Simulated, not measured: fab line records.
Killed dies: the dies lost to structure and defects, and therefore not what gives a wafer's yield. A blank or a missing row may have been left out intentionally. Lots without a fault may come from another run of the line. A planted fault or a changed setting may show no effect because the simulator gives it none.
fab line records :: flow sky130
record:
  lots: 13
  wafers: 39
  last_day: 50
route steps=708 shown CONTACT@420 METAL1@438 PAD_OPEN@708
lots untouched by any fault: they come from a run of this same line in which no faults occurred
start_h: the number of hours between the record's first day and the start of the first shown wafer of the lot :: wait_h: hours since the lot's step before :: " same as the row above :: L1.1+2: one row covering several wafers at once :: - value missing, or start not given :: * or withheld: withheld :: < > ~ a bound
route shown NAME@n: NAME is a module with steps in the file, n the number in the route of the first one :: usual: mean and standard deviation over wafers with no fault :: same: alike in all rows :: chamber/n: place in a boat :: sites: readings site by site :: _std_site: their standard deviation :: _edge_site: inner sites' mean taken away from outer sites' mean :: radius_mm: for every site, how far away it sits from the centre of the wafer :: mask NAME#n: copy n :: behind: tool/chamber where the wafer was last shaped :: hold: cause of the lot's hold/its duration in hours/its outcome :: device: the transistor (n, p or np) that didn't switch :: end of line: the route-end tests of the same wafers :: for a step that has no rows: nothing shown but its recipe :: killed: the dies lost at the first sort to structure and to defects; this is not the yield of the wafer :: map: dies across one wafer; x = killed, . = not, _ = none there
set.NAME: the setting as run; set.NAME@STEP: as run at that earlier step :: model.NAME: the simulator's own value behind a step, which no gauge read
steps of the route over a sample of lots; a table a step, a row a wafer
services: from which hour (start_h, from the record's first day; less than 0 if before it) a tool's chamber was out of use, for how many hours, and why
== steps ==
step: SKY_CONTACT_CD_MEAS_14
recipe:
  target_cd_nm: 170
usual:
  cd_nm: 170.2/1.4
lot.wafer: L367.1
tool: cd_sem-02
chamber: -
start_h: 743.43
wait_h: -
cd_nm: 170.2

lot.wafer: L367.4
tool: cd_sem-02
chamber: -
start_h: 743.43
wait_h: -
cd_nm: 169.5

lot.wafer: L367.6
tool: cd_sem-02
chamber: -
start_h: 743.43
wait_h: -
cd_nm: 170.5

lot.wafer: L368.4
tool: cd_sem-01
chamber: -
start_h: 748.85
wait_h: -
cd_nm: 169.1

lot.wafer: L368.5
tool: cd_sem-01
chamber: -
start_h: 748.85
wait_h: -
cd_nm: 168.7

lot.wafer: L368.6
tool: cd_sem-01
chamber: -
start_h: 748.85
wait_h: -
cd_nm: 170.5

lot.wafer: L369.1
tool: cd_sem-01
chamber: -
start_h: 753.72
wait_h: -
cd_nm: 170.7

lot.wafer: L369.4
tool: cd_sem-01
chamber: -
start_h: 753.72
wait_h: -
cd_nm: 170.1

lot.wafer: L369.6
tool: cd_sem-01
chamber: -
start_h: 753.72
wait_h: -
cd_nm: 169.3

lot.wafer: L370.2
tool: cd_sem-01
chamber: -
start_h: 764.04
wait_h: -
cd_nm: 171.4

lot.wafer: L370.3
tool: cd_sem-01
chamber: -
start_h: 764.04
wait_h: -
cd_nm: 170.2

lot.wafer: L370.5
tool: cd_sem-01
chamber: -
start_h: 764.04
wait_h: -
cd_nm: 168.8

lot.wafer: L372.4
tool: cd_sem-01
chamber: -
start_h: 785.21
wait_h: -
cd_nm: 172.9

lot.wafer: L372.5
tool: cd_sem-01
chamber: -
start_h: 785.21
wait_h: -
cd_nm: 169.6

lot.wafer: L372.6
tool: cd_sem-01
chamber: -
start_h: 785.21
wait_h: -
cd_nm: 172.4

lot.wafer: L373.1
tool: cd_sem-02
chamber: -
start_h: 785.53
wait_h: -
cd_nm: 171.1

lot.wafer: L373.4
tool: cd_sem-02
chamber: -
start_h: 785.53
wait_h: -
cd_nm: 171.0

lot.wafer: L373.5
tool: cd_sem-02
chamber: -
start_h: 785.53
wait_h: -
cd_nm: 172.6

lot.wafer: L375.1
tool: cd_sem-02
chamber: -
start_h: 817.43
wait_h: -
cd_nm: 171.4

lot.wafer: L375.2
tool: cd_sem-02
chamber: -
start_h: 817.43
wait_h: -
cd_nm: 171.4

lot.wafer: L375.4
tool: cd_sem-02
chamber: -
start_h: 817.43
wait_h: -
cd_nm: 170.2

lot.wafer: L376.2
tool: cd_sem-01
chamber: -
start_h: 818.09
wait_h: -
cd_nm: 171.5

lot.wafer: L376.3
tool: cd_sem-01
chamber: -
start_h: 818.09
wait_h: -
cd_nm: 169.4

lot.wafer: L376.6
tool: cd_sem-01
chamber: -
start_h: 818.09
wait_h: -
cd_nm: 170.5

lot.wafer: L378.1
tool: cd_sem-02
chamber: -
start_h: 827.32
wait_h: -
cd_nm: 168.2

lot.wafer: L378.4
tool: cd_sem-02
chamber: -
start_h: 827.32
wait_h: -
cd_nm: 168.7

lot.wafer: L378.5
tool: cd_sem-02
chamber: -
start_h: 827.32
wait_h: -
cd_nm: 167.6

lot.wafer: L385.2
tool: cd_sem-01
chamber: -
start_h: 879.84
wait_h: -
cd_nm: 171.4

lot.wafer: L385.4
tool: cd_sem-01
chamber: -
start_h: 879.84
wait_h: -
cd_nm: 171.0

lot.wafer: L385.5
tool: cd_sem-01
chamber: -
start_h: 879.84
wait_h: -
cd_nm: 170.6

lot.wafer: L387.1
tool: cd_sem-01
chamber: -
start_h: 891.18
wait_h: -
cd_nm: 169.3

lot.wafer: L387.4
tool: cd_sem-01
chamber: -
start_h: 891.18
wait_h: -
cd_nm: 170.1

lot.wafer: L387.5
tool: cd_sem-01
chamber: -
start_h: 891.18
wait_h: -
cd_nm: 169.9

lot.wafer: L389.1
tool: cd_sem-01
chamber: -
start_h: 908.52
wait_h: -
cd_nm: 168.5

lot.wafer: L389.2
tool: cd_sem-01
chamber: -
start_h: 908.52
wait_h: -
cd_nm: 167.0

lot.wafer: L389.5
tool: cd_sem-01
chamber: -
start_h: 908.52
wait_h: -
cd_nm: 168.6

lot.wafer: L390.2
tool: cd_sem-01
chamber: -
start_h: 912.00
wait_h: -
cd_nm: 169.4

lot.wafer: L390.4
tool: cd_sem-01
chamber: -
start_h: 912.00
wait_h: -
cd_nm: 171.5

lot.wafer: L390.5
tool: cd_sem-01
chamber: -
start_h: 912.00
wait_h: -
cd_nm: 169.8
step: SKY_CONTACT_THK_MEAS_26
recipe:
  thk_meas_gauge: xrf
  reads: W_of_CONTACT_CVD_24
usual:
  CONTACT_W_THK: 352/4.5
lot.wafer: L367.1
tool: film_metro-03
chamber: -
start_h: 744.61
wait_h: 0.1
CONTACT_W_THK[nm]: 350

lot.wafer: L367.4
tool: film_metro-03
chamber: -
start_h: 744.61
wait_h: 0.1
CONTACT_W_THK[nm]: 350

lot.wafer: L367.6
tool: film_metro-03
chamber: -
start_h: 744.61
wait_h: 0.1
CONTACT_W_THK[nm]: 353

lot.wafer: L368.4
tool: film_metro-04
chamber: -
start_h: 750.00
wait_h: 0.1
CONTACT_W_THK[nm]: 351

lot.wafer: L368.5
tool: film_metro-04
chamber: -
start_h: 750.00
wait_h: 0.1
CONTACT_W_THK[nm]: 350

lot.wafer: L368.6
tool: film_metro-04
chamber: -
start_h: 750.00
wait_h: 0.1
CONTACT_W_THK[nm]: 345

lot.wafer: L369.1
tool: film_metro-03
chamber: -
start_h: 754.92
wait_h: 0.1
CONTACT_W_THK[nm]: 350

lot.wafer: L369.4
tool: film_metro-03
chamber: -
start_h: 754.92
wait_h: 0.1
CONTACT_W_THK[nm]: 358

lot.wafer: L369.6
tool: film_metro-03
chamber: -
start_h: 754.92
wait_h: 0.1
CONTACT_W_THK[nm]: 359

lot.wafer: L370.2
tool: film_metro-03
chamber: -
start_h: 765.20
wait_h: 0.1
CONTACT_W_THK[nm]: 351

lot.wafer: L370.3
tool: film_metro-03
chamber: -
start_h: 765.20
wait_h: 0.1
CONTACT_W_THK[nm]: 360

lot.wafer: L370.5
tool: film_metro-03
chamber: -
start_h: 765.20
wait_h: 0.1
CONTACT_W_THK[nm]: 359

lot.wafer: L372.4
tool: film_metro-01
chamber: -
start_h: 786.36
wait_h: 0.1
CONTACT_W_THK[nm]: 354

lot.wafer: L372.5
tool: film_metro-01
chamber: -
start_h: 786.36
wait_h: 0.1
CONTACT_W_THK[nm]: 341

lot.wafer: L372.6
tool: film_metro-01
chamber: -
start_h: 786.36
wait_h: 0.1
CONTACT_W_THK[nm]: 353

lot.wafer: L373.1
tool: film_metro-04
chamber: -
start_h: 786.70
wait_h: 0.1
CONTACT_W_THK[nm]: 354

lot.wafer: L373.4
tool: film_metro-04
chamber: -
start_h: 786.70
wait_h: 0.1
CONTACT_W_THK[nm]: 344

lot.wafer: L373.5
tool: film_metro-04
chamber: -
start_h: 786.70
wait_h: 0.1
CONTACT_W_THK[nm]: 345

lot.wafer: L375.1
tool: film_metro-01
chamber: -
start_h: 818.64
wait_h: 0.1
CONTACT_W_THK[nm]: 354

lot.wafer: L375.2
tool: film_metro-01
chamber: -
start_h: 818.64
wait_h: 0.1
CONTACT_W_THK[nm]: 355

lot.wafer: L375.4
tool: film_metro-01
chamber: -
start_h: 818.64
wait_h: 0.1
CONTACT_W_THK[nm]: 352

lot.wafer: L376.2
tool: film_metro-01
chamber: -
start_h: 819.29
wait_h: 0.1
CONTACT_W_THK[nm]: 347

lot.wafer: L376.3
tool: film_metro-01
chamber: -
start_h: 819.29
wait_h: 0.1
CONTACT_W_THK[nm]: 352

lot.wafer: L376.6
tool: film_metro-01
chamber: -
start_h: 819.29
wait_h: 0.1
CONTACT_W_THK[nm]: 353

lot.wafer: L378.1
tool: film_metro-01
chamber: -
start_h: 828.49
wait_h: 0.1
CONTACT_W_THK[nm]: 347

lot.wafer: L378.4
tool: film_metro-01
chamber: -
start_h: 828.49
wait_h: 0.1
CONTACT_W_THK[nm]: 353

lot.wafer: L378.5
tool: film_metro-01
chamber: -
start_h: 828.49
wait_h: 0.1
CONTACT_W_THK[nm]: 354

lot.wafer: L385.2
tool: film_metro-03
chamber: -
start_h: 881.00
wait_h: 0.1
CONTACT_W_THK[nm]: 358

lot.wafer: L385.4
tool: film_metro-03
chamber: -
start_h: 881.00
wait_h: 0.1
CONTACT_W_THK[nm]: 354

lot.wafer: L385.5
tool: film_metro-03
chamber: -
start_h: 881.00
wait_h: 0.1
CONTACT_W_THK[nm]: 350

lot.wafer: L387.1
tool: film_metro-03
chamber: -
start_h: 892.39
wait_h: 0.1
CONTACT_W_THK[nm]: 356

lot.wafer: L387.4
tool: film_metro-03
chamber: -
start_h: 892.39
wait_h: 0.1
CONTACT_W_THK[nm]: 352

lot.wafer: L387.5
tool: film_metro-03
chamber: -
start_h: 892.39
wait_h: 0.1
CONTACT_W_THK[nm]: 355

lot.wafer: L389.1
tool: film_metro-04
chamber: -
start_h: 909.69
wait_h: 0.1
CONTACT_W_THK[nm]: 348

lot.wafer: L389.2
tool: film_metro-04
chamber: -
start_h: 909.69
wait_h: 0.1
CONTACT_W_THK[nm]: 350

lot.wafer: L389.5
tool: film_metro-04
chamber: -
start_h: 909.69
wait_h: 0.1
CONTACT_W_THK[nm]: 351

lot.wafer: L390.2
tool: film_metro-04
chamber: -
start_h: 913.16
wait_h: 0.1
CONTACT_W_THK[nm]: 359

lot.wafer: L390.4
tool: film_metro-04
chamber: -
start_h: 913.16
wait_h: 0.1
CONTACT_W_THK[nm]: 360

lot.wafer: L390.5
tool: film_metro-04
chamber: -
start_h: 913.16
wait_h: 0.1
CONTACT_W_THK[nm]: 362
step: SKY_METAL1_SPUTTER_04
recipe:
  material: TiN
  target_thk_nm: 70
  power_w: 6500
  time_s: 58.3
  chamber_pressure_pa: 0.4
usual:
  throttle_valve_pct: 29.5/0.93
lot.wafer: L367.1
tool: pvd_sputter-03
chamber: -
start_h: 745.06
wait_h: 0.0
throttle_valve_pct: 30.6

lot.wafer: L367.4
tool: pvd_sputter-03
chamber: -
start_h: 745.06
wait_h: 0.0
throttle_valve_pct: 29.1

lot.wafer: L367.6
tool: pvd_sputter-03
chamber: -
start_h: 745.06
wait_h: 0.0
throttle_valve_pct: 30.9

lot.wafer: L368.4
tool: pvd_sputter-01
chamber: -
start_h: 750.42
wait_h: 0.0
throttle_valve_pct: 30.3

lot.wafer: L368.5
tool: pvd_sputter-01
chamber: -
start_h: 750.42
wait_h: 0.0
throttle_valve_pct: 27.8

lot.wafer: L368.6
tool: pvd_sputter-01
chamber: -
start_h: 750.42
wait_h: 0.0
throttle_valve_pct: 29.2

lot.wafer: L369.1
tool: pvd_sputter-01
chamber: -
start_h: 755.37
wait_h: 0.0
throttle_valve_pct: 30.3

lot.wafer: L369.4
tool: pvd_sputter-01
chamber: -
start_h: 755.37
wait_h: 0.0
throttle_valve_pct: 29.3

lot.wafer: L369.6
tool: pvd_sputter-01
chamber: -
start_h: 755.37
wait_h: 0.0
throttle_valve_pct: 27.5

lot.wafer: L370.2
tool: pvd_sputter-01
chamber: -
start_h: 765.64
wait_h: 0.0
throttle_valve_pct: 29.5

lot.wafer: L370.3
tool: pvd_sputter-01
chamber: -
start_h: 765.64
wait_h: 0.0
throttle_valve_pct: 29.8

lot.wafer: L370.5
tool: pvd_sputter-01
chamber: -
start_h: 765.64
wait_h: 0.0
throttle_valve_pct: 29.6

lot.wafer: L372.4
tool: pvd_sputter-03
chamber: -
start_h: 786.78
wait_h: 0.0
throttle_valve_pct: 30.9

lot.wafer: L372.5
tool: pvd_sputter-03
chamber: -
start_h: 786.78
wait_h: 0.0
throttle_valve_pct: 29.6

lot.wafer: L372.6
tool: pvd_sputter-03
chamber: -
start_h: 786.78
wait_h: 0.0
throttle_valve_pct: 30.8

lot.wafer: L373.1
tool: pvd_sputter-01
chamber: -
start_h: 787.16
wait_h: 0.0
throttle_valve_pct: 29.6

lot.wafer: L373.4
tool: pvd_sputter-01
chamber: -
start_h: 787.16
wait_h: 0.0
throttle_valve_pct: 27.5

lot.wafer: L373.5
tool: pvd_sputter-01
chamber: -
start_h: 787.16
wait_h: 0.0
throttle_valve_pct: 29.5

lot.wafer: L375.1
tool: pvd_sputter-04
chamber: -
start_h: 819.09
wait_h: 0.0
throttle_valve_pct: 29.6

lot.wafer: L375.2
tool: pvd_sputter-04
chamber: -
start_h: 819.09
wait_h: 0.0
throttle_valve_pct: 28.2

lot.wafer: L375.4
tool: pvd_sputter-04
chamber: -
start_h: 819.09
wait_h: 0.0
throttle_valve_pct: 30.2

lot.wafer: L376.2
tool: pvd_sputter-01
chamber: -
start_h: 819.73
wait_h: 0.0
throttle_valve_pct: 29.4

lot.wafer: L376.3
tool: pvd_sputter-01
chamber: -
start_h: 819.73
wait_h: 0.0
throttle_valve_pct: 29.3

lot.wafer: L376.6
tool: pvd_sputter-01
chamber: -
start_h: 819.73
wait_h: 0.0
throttle_valve_pct: 29.4

lot.wafer: L378.1
tool: pvd_sputter-03
chamber: -
start_h: 828.96
wait_h: 0.0
throttle_valve_pct: 30.8

lot.wafer: L378.4
tool: pvd_sputter-03
chamber: -
start_h: 828.96
wait_h: 0.0
throttle_valve_pct: 29.6

lot.wafer: L378.5
tool: pvd_sputter-03
chamber: -
start_h: 828.96
wait_h: 0.0
throttle_valve_pct: 31.0

lot.wafer: L385.2
tool: pvd_sputter-01
chamber: -
start_h: 881.44
wait_h: 0.0
throttle_valve_pct: 29.4

lot.wafer: L385.4
tool: pvd_sputter-01
chamber: -
start_h: 881.44
wait_h: 0.0
throttle_valve_pct: 29.4

lot.wafer: L385.5
tool: pvd_sputter-01
chamber: -
start_h: 881.44
wait_h: 0.0
throttle_valve_pct: 29.8

lot.wafer: L387.1
tool: pvd_sputter-04
chamber: -
start_h: 892.84
wait_h: 0.0
throttle_valve_pct: 29.8

lot.wafer: L387.4
tool: pvd_sputter-04
chamber: -
start_h: 892.84
wait_h: 0.0
throttle_valve_pct: 28.3

lot.wafer: L387.5
tool: pvd_sputter-04
chamber: -
start_h: 892.84
wait_h: 0.0
throttle_valve_pct: 29.2

lot.wafer: L389.1
tool: pvd_sputter-04
chamber: -
start_h: 910.14
wait_h: 0.0
throttle_valve_pct: 29.8

lot.wafer: L389.2
tool: pvd_sputter-04
chamber: -
start_h: 910.14
wait_h: 0.0
throttle_valve_pct: 29.5

lot.wafer: L389.5
tool: pvd_sputter-04
chamber: -
start_h: 910.14
wait_h: 0.0
throttle_valve_pct: 28.1

lot.wafer: L390.2
tool: pvd_sputter-01
chamber: -
start_h: 915.70
wait_h: 0.0
throttle_valve_pct: 29.4

lot.wafer: L390.4
tool: pvd_sputter-01
chamber: -
start_h: 915.70
wait_h: 0.0
throttle_valve_pct: 29.3

lot.wafer: L390.5
tool: pvd_sputter-01
chamber: -
start_h: 915.70
wait_h: 0.0
throttle_valve_pct: 29.4
step: SKY_METAL1_DEVELOP_14
recipe:
  develop_time_s: 60
  resist: KrF-thick
  dev_temp_c: 21
usual:
  developer_temp_C: 21.00/0.1
lot.wafer: L367.1
tool: litho_track-03
chamber: 0
start_h: 771
wait_h: -
developer_temp_C: 20.99

lot.wafer: L367.4
tool: litho_track-03
chamber: 0
start_h: 771
wait_h: -
developer_temp_C: 20.93

lot.wafer: L367.6
tool: litho_track-03
chamber: 0
start_h: 771
wait_h: -
developer_temp_C: 20.88

lot.wafer: L368.4
tool: litho_track-03
chamber: 0
start_h: 777
wait_h: -
developer_temp_C: 21.23

lot.wafer: L368.5
tool: litho_track-03
chamber: 0
start_h: 777
wait_h: -
developer_temp_C: 21.20

lot.wafer: L368.6
tool: litho_track-03
chamber: 0
start_h: 777
wait_h: -
developer_temp_C: 21.12

lot.wafer: L369.1
tool: litho_track-01
chamber: 0
start_h: 782
wait_h: -
developer_temp_C: 20.88

lot.wafer: L369.4
tool: litho_track-01
chamber: 0
start_h: 783
wait_h: -
developer_temp_C: 21.02

lot.wafer: L369.6
tool: litho_track-01
chamber: 0
start_h: 783
wait_h: -
developer_temp_C: 20.94

lot.wafer: L370.2
tool: litho_track-01
chamber: 0
start_h: 792
wait_h: -
developer_temp_C: 20.98

lot.wafer: L370.3
tool: litho_track-01
chamber: 0
start_h: 792
wait_h: -
developer_temp_C: 20.98

lot.wafer: L370.5
tool: litho_track-01
chamber: 0
start_h: 792
wait_h: -
developer_temp_C: 21.12

lot.wafer: L372.4
tool: litho_track-01
chamber: 0
start_h: 813
wait_h: -
developer_temp_C: 20.95

lot.wafer: L372.5
tool: litho_track-01
chamber: 0
start_h: 813
wait_h: -
developer_temp_C: 20.97

lot.wafer: L372.6
tool: litho_track-01
chamber: 0
start_h: 814
wait_h: -
developer_temp_C: 20.96

lot.wafer: L373.1
tool: litho_track-01
chamber: 0
start_h: 814
wait_h: -
developer_temp_C: 20.84

lot.wafer: L373.4
tool: litho_track-01
chamber: 0
start_h: 814
wait_h: -
developer_temp_C: 21.08

lot.wafer: L373.5
tool: litho_track-01
chamber: 0
start_h: 814
wait_h: -
developer_temp_C: 20.95

lot.wafer: L375.1
tool: litho_track-02
chamber: 0
start_h: 845
wait_h: -
developer_temp_C: 20.99

lot.wafer: L375.2
tool: litho_track-02
chamber: 0
start_h: 845
wait_h: -
developer_temp_C: 20.94

lot.wafer: L375.4
tool: litho_track-02
chamber: 0
start_h: 845
wait_h: -
developer_temp_C: 20.97

lot.wafer: L376.2
tool: litho_track-03
chamber: 0
start_h: 845
wait_h: -
developer_temp_C: 20.92

lot.wafer: L376.3
tool: litho_track-03
chamber: 0
start_h: 845
wait_h: -
developer_temp_C: 20.95

lot.wafer: L376.6
tool: litho_track-03
chamber: 0
start_h: 845
wait_h: -
developer_temp_C: 20.97

lot.wafer: L378.1
tool: litho_track-01
chamber: 0
start_h: 855
wait_h: -
developer_temp_C: 20.91

lot.wafer: L378.4
tool: litho_track-01
chamber: 0
start_h: 855
wait_h: -
developer_temp_C: 20.99

lot.wafer: L378.5
tool: litho_track-01
chamber: 0
start_h: 855
wait_h: -
developer_temp_C: 20.77

lot.wafer: L385.2
tool: litho_track-01
chamber: 0
start_h: 907
wait_h: -
developer_temp_C: 21.13

lot.wafer: L385.4
tool: litho_track-01
chamber: 0
start_h: 907
wait_h: -
developer_temp_C: 21.10

lot.wafer: L385.5
tool: litho_track-01
chamber: 0
start_h: 907
wait_h: -
developer_temp_C: 21.22

lot.wafer: L387.1
tool: litho_track-03
chamber: 0
start_h: 918
wait_h: -
developer_temp_C: 21.69

lot.wafer: L387.4
tool: litho_track-03
chamber: 0
start_h: 918
wait_h: -
developer_temp_C: 21.72

lot.wafer: L387.5
tool: litho_track-03
chamber: 0
start_h: 918
wait_h: -
developer_temp_C: 21.70

lot.wafer: L389.1
tool: litho_track-03
chamber: 0
start_h: 934
wait_h: -
developer_temp_C: 21.65

lot.wafer: L389.2
tool: litho_track-03
chamber: 0
start_h: 934
wait_h: -
developer_temp_C: 21.59

lot.wafer: L389.5
tool: litho_track-03
chamber: 0
start_h: 934
wait_h: -
developer_temp_C: 21.67

lot.wafer: L390.2
tool: litho_track-02
chamber: 0
start_h: 940
wait_h: -
developer_temp_C: 21.06

lot.wafer: L390.4
tool: litho_track-02
chamber: 0
start_h: 940
wait_h: -
developer_temp_C: 21.10

lot.wafer: L390.5
tool: litho_track-02
chamber: 0
start_h: 940
wait_h: -
developer_temp_C: 21.12
step: SKY_PAD_OPEN_PROBE_99
usual:
  defect_limited_yield: 82.9/1.9
  killed_at_M0_to_M3: 42/6.3
  killed_at_M4_up: 2.8/1.9
  killed_at_contacts: 23/5.3
  killed_at_front_end: 16/4.3
  killed_at_other: 0.2/0.51
  killed_dies: 84/9.3
  killed_open: 46/7.6
  killed_short: 38/6.3
  sort_bin_3_pad_short: 0.8/0.41
  sort_bin_5_function: 10.0/1.4
  sort_bin_6_memory: 6.2/1.1
  sort_bin_8_speed: 0.00/0.017
  sort_n_pass: 408/9.3
  sort_yield_pct: 82.9/1.9
same:
  gross_dies: 492
  killed_at_back_side: 0
  sort_bin_4_leakage[%]: 0
lot.wafer: L368.4
tool: prober-01
chamber: -
start_h: 1088.97
wait_h: 0.2
defect_limited_yield[%]: 82.5
killed_at_M0_to_M3: 36
killed_at_M4_up: 8
killed_at_contacts: 31
killed_at_front_end: 11
killed_at_other: 0
killed_dies: 86
killed_open: 47
killed_short: 39
sort_bin_3_pad_short[%]: 1.2
sort_bin_5_function[%]: 10.0
sort_bin_6_memory[%]: 6.3
sort_bin_8_speed[%]: 0
sort_n_pass: 406
sort_yield_pct[%]: 82.5

lot.wafer: L368.5
tool: prober-01
chamber: -
start_h: 1089.02
wait_h: 0.2
defect_limited_yield[%]: 83.1
killed_at_M0_to_M3: 41
killed_at_M4_up: 0
killed_at_contacts: 22
killed_at_front_end: 20
killed_at_other: 0
killed_dies: 83
killed_open: 38
killed_short: 45
sort_bin_3_pad_short[%]: 1.6
sort_bin_5_function[%]: 8.7
sort_bin_6_memory[%]: 6.5
sort_bin_8_speed[%]: 0
sort_n_pass: 409
sort_yield_pct[%]: 83.1

lot.wafer: L368.6
tool: prober-01
chamber: -
start_h: 1089.07
wait_h: 0.2
defect_limited_yield[%]: 81.5
killed_at_M0_to_M3: 51
killed_at_M4_up: 3
killed_at_contacts: 22
killed_at_front_end: 15
killed_at_other: 0
killed_dies: 91
killed_open: 55
killed_short: 36
sort_bin_3_pad_short[%]: 0.2
sort_bin_5_function[%]: 10.8
sort_bin_6_memory[%]: 7.5
sort_bin_8_speed[%]: 0
sort_n_pass: 401
sort_yield_pct[%]: 81.5

lot.wafer: L372.4
tool: prober-02
chamber: -
start_h: 1117.38
wait_h: 0.2
defect_limited_yield[%]: 80.7
killed_at_M0_to_M3: 55
killed_at_M4_up: 0
killed_at_contacts: 25
killed_at_front_end: 15
killed_at_other: 0
killed_dies: 95
killed_open: 50
killed_short: 45
sort_bin_3_pad_short[%]: 1.0
sort_bin_5_function[%]: 11.2
sort_bin_6_memory[%]: 7.1
sort_bin_8_speed[%]: 0
sort_n_pass: 397
sort_yield_pct[%]: 80.7

lot.wafer: L372.5
tool: prober-02
chamber: -
start_h: 1117.43
wait_h: 0.2
defect_limited_yield[%]: 82.5
killed_at_M0_to_M3: 33
killed_at_M4_up: 7
killed_at_contacts: 25
killed_at_front_end: 21
killed_at_other: 0
killed_dies: 86
killed_open: 48
killed_short: 38
sort_bin_3_pad_short[%]: 0.8
sort_bin_5_function[%]: 12.0
sort_bin_6_memory[%]: 4.7
sort_bin_8_speed[%]: 0
sort_n_pass: 406
sort_yield_pct[%]: 82.5

lot.wafer: L372.6
tool: prober-02
chamber: -
start_h: 1117.48
wait_h: 0.2
defect_limited_yield[%]: 78.7
killed_at_M0_to_M3: 50
killed_at_M4_up: 3
killed_at_contacts: 33
killed_at_front_end: 19
killed_at_other: 0
killed_dies: 105
killed_open: 64
killed_short: 41
sort_bin_3_pad_short[%]: 0.2
sort_bin_5_function[%]: 12.2
sort_bin_6_memory[%]: 8.9
sort_bin_8_speed[%]: 0
sort_n_pass: 387
sort_yield_pct[%]: 78.7
killed by level:class
L368.4 CONTACT:geometric_particle:open=10 LI_CONTACT:geometric_particle:open=7 CONTACT:geometric_particle:short=7 VIA1:geometric_particle:open=7 VIA3:geometric_particle:open=7 METAL4:geometric_particle:short=7 VIA2:geometric_particle:open=5 LOCAL_INTERCONNECT:geometric_particle:short=4
L368.5 VIA1:geometric_particle:open=10 METAL2:geometric_particle:short=9 POLY_GATE:geometric_particle:short=8 CONTACT:geometric_particle:open=8 LI_CONTACT:geometric_particle:open=7 METAL1:geometric_particle:short=7 FIELD_ISO:geometric_particle:short=4 VIA3:geometric_particle:open=4
L368.6 VIA1:geometric_particle:open=18 CONTACT:geometric_particle:open=12 VIA2:geometric_particle:short=7 VIA3:geometric_particle:open=7 METAL2:geometric_particle:short=5 POLY_GATE:geometric_particle:short=4 POLY_GATE:geometric_particle:open=4 METAL1:geometric_particle:short=4
L372.4 VIA1:geometric_particle:open=16 CONTACT:geometric_particle:open=12 VIA3:geometric_particle:short=7 VIA1:geometric_particle:short=7 LOCAL_INTERCONNECT:geometric_particle:short=6 METAL2:geometric_particle:short=5 VIA3:geometric_particle:open=5 POLY_GATE:geometric_particle:short=4
L372.5 VIA1:geometric_particle:open=9 VIA2:geometric_particle:open=6 LI_CONTACT:geometric_particle:open=6 CONTACT:geometric_particle:short=6 LOCAL_INTERCONNECT:geometric_particle:short=5 CONTACT:geometric_particle:open=5 METAL2:geometric_particle:short=5 FIELD_ISO:geometric_particle:open=4
L372.6 LI_CONTACT:geometric_particle:open=12 CONTACT:geometric_particle:open=12 VIA1:geometric_particle:open=10 VIA2:geometric_particle:open=9 METAL1:geometric_particle:short=6 METAL3:geometric_particle:short=6 FIELD_ISO:geometric_particle:short=5 VIA3:geometric_particle:open=5
== services ==
tool: pvd_sputter-01
chamber: -
start_h: 726.56
hours: 2.3
kind: repair

tool: pvd_sputter-01
chamber: -
start_h: 731.12
hours: 1.8
kind: repair

tool: pvd_sputter-04
chamber: -
start_h: 763.74
hours: 1.4
kind: repair

tool: pvd_sputter-03
chamber: -
start_h: 764.84
hours: 11.0
kind: repair

tool: pvd_sputter-01
chamber: -
start_h: 764.88
hours: 0.6
kind: repair

tool: pvd_sputter-04
chamber: -
start_h: 792.07
hours: 0.6
kind: repair
== key ==
first_sign:
  step: SKY_METAL1_DEVELOP_14
  reading: developer_temp_C
  direction: up
  sigmas: 6.7
  usual: *
  struck: *
effect none on later readings
met_at SKY_METAL1_DEVELOP_14
struck_lots L387,L389
loop_trim:
  step: SKY_METAL1_EXPOSE_12
  setting: dose
  lots: L389
not_acting_at SKY_CONTACT_CD_MEAS_14,SKY_CONTACT_THK_MEAS_26,SKY_METAL1_SPUTTER_04
onset_between 845 918
fault:
  kind: process_parameter_drift
  tool: litho_track-03
  chamber: -
  onset_h: 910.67
  steps: SKY_METAL1_DEVELOP_14
  channel: dev_temp_c
  offset: *
  shape: step
  end_h: 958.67
  acts_in: *
  stated: *
loop_trim: a control loop set the setting to another value than it would have without faults
